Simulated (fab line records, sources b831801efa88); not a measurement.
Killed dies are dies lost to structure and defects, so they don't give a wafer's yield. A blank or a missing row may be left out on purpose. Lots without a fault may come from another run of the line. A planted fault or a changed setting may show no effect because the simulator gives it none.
Which tool did it? | flow sky130 | 11 lots, 33 wafers sampled, at 7 steps of a route of 708

WHAT THE GAUGES READ, wafer by wafer
SKY_RES_XHIGH_TW_MEAS_09. Usual: RES_XHIGH_TW 1642, standard deviation 13.
lot  | measured     | on            | RES_XHIGH_TW                  | flag
L262 | day 27 08:38 | film_metro-03 | 1637 1637 1645                |
L263 | day 27 14:29 | film_metro-03 | 1642 1643 1641                |
L264 | day 28 13:01 | film_metro-03 | 1643 1642 1647                |
L265 | day 29 14:08 | film_metro-03 | 1626 1627 1636                |
L266 | day 29 22:48 | film_metro-04 | 2035 2025 2030 2024 2014 2028 | OFF
L268 | day 30 14:37 | film_metro-03 | 2005 2009 2020 2003 2013 2009 | OFF
L270 | day 30 18:08 | film_metro-03 | 1644 1649 1636                |
L272 | day 30 22:55 | film_metro-02 | 1993 2002 2002 1997 1990 1996 | OFF
L276 | day 32 07:44 | film_metro-04 | 1664 1658 1669                |
L281 | day 33 10:44 | film_metro-02 | 1625 1629 1624                |
L283 | day 34 07:32 | film_metro-02 | 1637 1636 1628                |

SKY_SD_N_CD_MEAS_07: target cd 380 nm. Usual: cd_nm 380.6 nm, standard deviation 3.
lot  | measured     | on        | cd_nm (nm)        | flag
L262 | day 28 13:19 | cd_sem-02 | 382.4 383.2 382.9 |
L263 | day 28 18:58 | cd_sem-01 | 383.6 382.1 384.5 |
L264 | day 29 16:38 | cd_sem-01 | 377.8 379.1 377.8 |
L265 | day 30 18:15 | cd_sem-01 | 378.7 382.0 379.6 |
L266 | day 31 02:41 | cd_sem-02 | 379.5 376.6 379.6 |
L268 | day 31 18:04 | cd_sem-02 | 377.9 378.8 378.6 |
L270 | day 31 22:24 | cd_sem-02 | 381.1 379.8 378.3 |
L272 | day 32 02:16 | cd_sem-01 | 384.4 382.3 382.6 |
L276 | day 33 10:08 | cd_sem-01 | 386.8 382.5 382.7 |
L281 | day 34 10:28 | cd_sem-02 | 383.5 382.1 385.2 |
L283 | day 35 10:35 | cd_sem-01 | 381.7 380.9 381.1 |

SKY_SD_N_OVL_MEAS_08. Usual: SD_N_OVL -0.3 nm, standard deviation 1.4.
lot  | measured     | on         | SD_N_OVL (nm)  | flag
L262 | day 28 13:26 | overlay-02 | 1.4 1.9 0.1    |
L263 | day 28 19:04 | overlay-02 | -0.8 -0.6 1.1  |
L264 | day 29 16:45 | overlay-01 | -2.1 -1.5 -1.9 |
L265 | day 30 18:21 | overlay-01 | 0.7 0.2 1.0    |
L266 | day 31 02:48 | overlay-01 | -3.0 -2.0 -1.5 |
L268 | day 31 18:10 | overlay-01 | -3.4 -3.6 -3.4 |
L270 | day 31 22:31 | overlay-02 | -2.2 -1.2 -1.9 |
L272 | day 32 02:22 | overlay-02 | 0.3 0.6 0.5    |
L276 | day 33 10:15 | overlay-02 | -1.6 0.9 -1.2  |
L281 | day 34 10:35 | overlay-01 | -2.9 -2.3 -0.9 |
L283 | day 35 10:42 | overlay-02 | 0.2 1.2 0.1    |

SKY_SD_N_RS_MEAS_18: measures by four-point-probe. Usual: RES_XHIGH_RS 333.1 ohm/sq, standard deviation 1.
lot  | measured     | on            | RES_XHIGH_RS (ohm/sq)               | flag
L262 | day 28 14:24 | film_metro-02 | 332.5 332.4 333.8                   |
L263 | day 28 20:02 | film_metro-03 | 333.2 333.2 333.2                   |
L264 | day 29 17:42 | film_metro-04 | 334.1 334.0 333.5                   |
L265 | day 30 19:19 | film_metro-02 | 332.7 332.5 332.9                   |
L266 | day 31 03:47 | film_metro-02 | 204.2 204.4 204.6 204.6 203.8 204.4 | OFF
L268 | day 31 19:10 | film_metro-02 | 204.3 205.1 204.5 204.7 204.7 204.7 | OFF
L270 | day 31 23:32 | film_metro-02 | 333.8 332.9 334.0                   |
L272 | day 32 03:22 | film_metro-02 | 204.2 204.1 204.4 204.0 204.3 204.0 | OFF
L276 | day 33 11:12 | film_metro-03 | 332.0 332.8 331.8                   |
L281 | day 34 11:33 | film_metro-03 | 330.7 331.9 332.1                   |
L283 | day 35 11:40 | film_metro-02 | 332.2 331.9 332.3                   |

WHICH TOOL RAN EACH LOT (tool, then ch and the chambers of the sampled wafers, then the start)
lot  | SKY_POLY_CUT_STRIP_12                | SKY_RES_XHIGH_IMPLANT_07        | SKY_RES_XHIGH_STRIP_08
L262 | plasma_asher-01 ch 0,1, day 24 22:04 | implanter-04 ch 0, day 27 08:23 | plasma_asher-01 ch 0,1, day 27 08:32
L263 | plasma_asher-03 ch 1, day 25 03:34   | implanter-03 ch 0, day 27 14:16 | plasma_asher-02 ch 0,1, day 27 14:23
L264 | plasma_asher-03 ch 1, day 26 02:49   | implanter-03 ch 0, day 28 12:46 | plasma_asher-04 ch 0, day 28 12:55
L265 | plasma_asher-01 ch 0,1, day 27 04:37 | implanter-04 ch 0, day 29 13:55 | plasma_asher-02 ch 0,1, day 29 14:02
L266 | plasma_asher-03 ch 0, day 27 14:10   | implanter-03 ch 0, day 29 22:15 | plasma_asher-01 ch 0,1, day 29 22:41
L268 | plasma_asher-04 ch 0,1, day 28 05:32 | implanter-03 ch 0, day 30 14:05 | plasma_asher-04 ch 0,1, day 30 14:32
L270 | plasma_asher-03 ch 0,1, day 28 09:49 | implanter-01 ch 0, day 30 17:55 | plasma_asher-01 ch 0, day 30 18:02
L272 | plasma_asher-04 ch 0,1, day 28 14:27 | implanter-04 ch 0, day 30 22:20 | plasma_asher-04 ch 0,1, day 30 22:47
L276 | plasma_asher-03 ch 0,1, day 29 22:52 | implanter-04 ch 0, day 32 07:29 | plasma_asher-01 ch 0,1, day 32 07:38
L281 | plasma_asher-03 ch 0,1, day 31 03:52 | implanter-01 ch 0, day 33 10:29 | plasma_asher-02 ch 0,1, day 33 10:38
L283 | plasma_asher-03 ch 0,1, day 32 03:37 | implanter-04 ch 0, day 34 07:17 | plasma_asher-02 ch 0,1, day 34 07:26
- SKY_POLY_CUT_STRIP_12: strips in O2/N2.
- SKY_RES_XHIGH_IMPLANT_07
- SKY_RES_XHIGH_STRIP_08: strips in O2/N2.

WHAT THE TOOLS THEMSELVES READ (means of the sampled wafers that have a number; where no wafer has one, the mark that the record gives instead)
SKY_POLY_CUT_STRIP_12. Usual: drypump_motor_current_A 5.7 A, standard deviation 0.31; oes_product_au 0.452 a.u., standard deviation 0.0051; strip_time_to_endpoint_s 5.353 s, standard deviation 0.016.
lot  | tool            | drypump_motor_current_A (A) | oes_product_au (a.u.) | strip_time_to_endpoint_s (s) | flag
L262 | plasma_asher-01 | 6.1                         | 0.452                 | 5.351                        |
L263 | plasma_asher-03 | 5.8                         | 0.452                 | 5.379                        |
L264 | plasma_asher-03 | 5.8                         | 0.449                 | 5.348                        |
L265 | plasma_asher-01 | 6.1                         | 0.452                 | 5.336                        |
L266 | plasma_asher-03 | 5.4                         | 0.449                 | 5.360                        |
L268 | plasma_asher-04 | 5.6                         | 0.454                 | 5.344                        |
L270 | plasma_asher-03 | 5.7                         | 0.456                 | 5.378                        |
L272 | plasma_asher-04 | 5.6                         | 0.452                 | 5.368                        |
L276 | plasma_asher-03 | 5.7                         | 0.450                 | 5.364                        |
L281 | plasma_asher-03 | 5.7                         | 0.449                 | 5.347                        |
L283 | plasma_asher-03 | 5.5                         | 0.454                 | 5.361                        |

SKY_RES_XHIGH_IMPLANT_07. Usual: beam_energy_keV 19.999, standard deviation 0.0066; beam_on_s 40.4 s, standard deviation 2.8.
lot  | tool         | beam_energy_keV | beam_on_s (s) | flag
L262 | implanter-04 | 19.997          | 38.2          |
L263 | implanter-03 | 19.998          | 43.5          |
L264 | implanter-03 | 19.996          | 43.9          |
L265 | implanter-04 | 19.998          | 38.2          |
L266 | implanter-03 | 20.000          | 43.4          |
L268 | implanter-03 | 20.011          | 44.0          |
L270 | implanter-01 | 20.001          | 38.6          |
L272 | implanter-04 | 20.003          | 38.1          |
L276 | implanter-04 | 19.995          | 37.5          |
L281 | implanter-01 | 19.998          | 38.7          |
L283 | implanter-04 | 20.002          | 38.4          |

SKY_RES_XHIGH_STRIP_08. Usual: drypump_motor_current_A 5.8 A, standard deviation 0.3; oes_product_au 0.711 a.u., standard deviation 0.0049; strip_time_to_endpoint_s 14.28 s, standard deviation 0.036.
lot  | tool            | drypump_motor_current_A (A) | oes_product_au (a.u.) | strip_time_to_endpoint_s (s) | flag
L262 | plasma_asher-01 | 6.1                         | 0.714                 | 14.25                        |
L263 | plasma_asher-02 | 5.8                         | 0.713                 | 14.23                        |
L264 | plasma_asher-04 | 5.7                         | 0.715                 | 14.24                        |
L265 | plasma_asher-02 | 5.8                         | 0.711                 | 14.23                        |
L266 | plasma_asher-01 | 6.1                         | 0.685                 | 15.05                        | OFF
L268 | plasma_asher-04 | 5.4                         | 0.682                 | 15.00                        | OFF
L270 | plasma_asher-01 | 6.3                         | 0.711                 | 14.27                        |
L272 | plasma_asher-04 | 5.6                         | 0.684                 | 15.06                        | OFF
L276 | plasma_asher-01 | 6.0                         | 0.708                 | 14.25                        |
L281 | plasma_asher-02 | 5.8                         | 0.707                 | 14.27                        |
L283 | plasma_asher-02 | 5.8                         | 0.708                 | 14.33                        |

THE ANSWER, worked out from the rows above alone
Rule: a lot is off if the mean of its wafers that have a number lies more than 3 standard deviations from the usual mean. A lot without any number at a reading at which 4 lots or more have one is off too. The other lots that the step has rows for count as sound. The gauges are gone through in route order, then the tools' own readings, and for those a lot's mean is taken as printed above. The first step at which some lot is off is used, and at that step the reading that is off furthest; a lot without a number counts as furthest.
Off: L266, L268, L272, at SKY_RES_XHIGH_TW_MEAS_09 (RES_XHIGH_TW).
A tool fits if, at a process step before that reading, it ran every lot that is off, and no sound lot after the first of them. The gauges at SKY_RES_XHIGH_TW_MEAS_09 aren't tried: what is off there is off at SKY_RES_XHIGH_STRIP_08 too, on other tools, and a gauge's error can't cause that. None of those tried fits.

WHAT THE SIMULATOR HAD PUT IN
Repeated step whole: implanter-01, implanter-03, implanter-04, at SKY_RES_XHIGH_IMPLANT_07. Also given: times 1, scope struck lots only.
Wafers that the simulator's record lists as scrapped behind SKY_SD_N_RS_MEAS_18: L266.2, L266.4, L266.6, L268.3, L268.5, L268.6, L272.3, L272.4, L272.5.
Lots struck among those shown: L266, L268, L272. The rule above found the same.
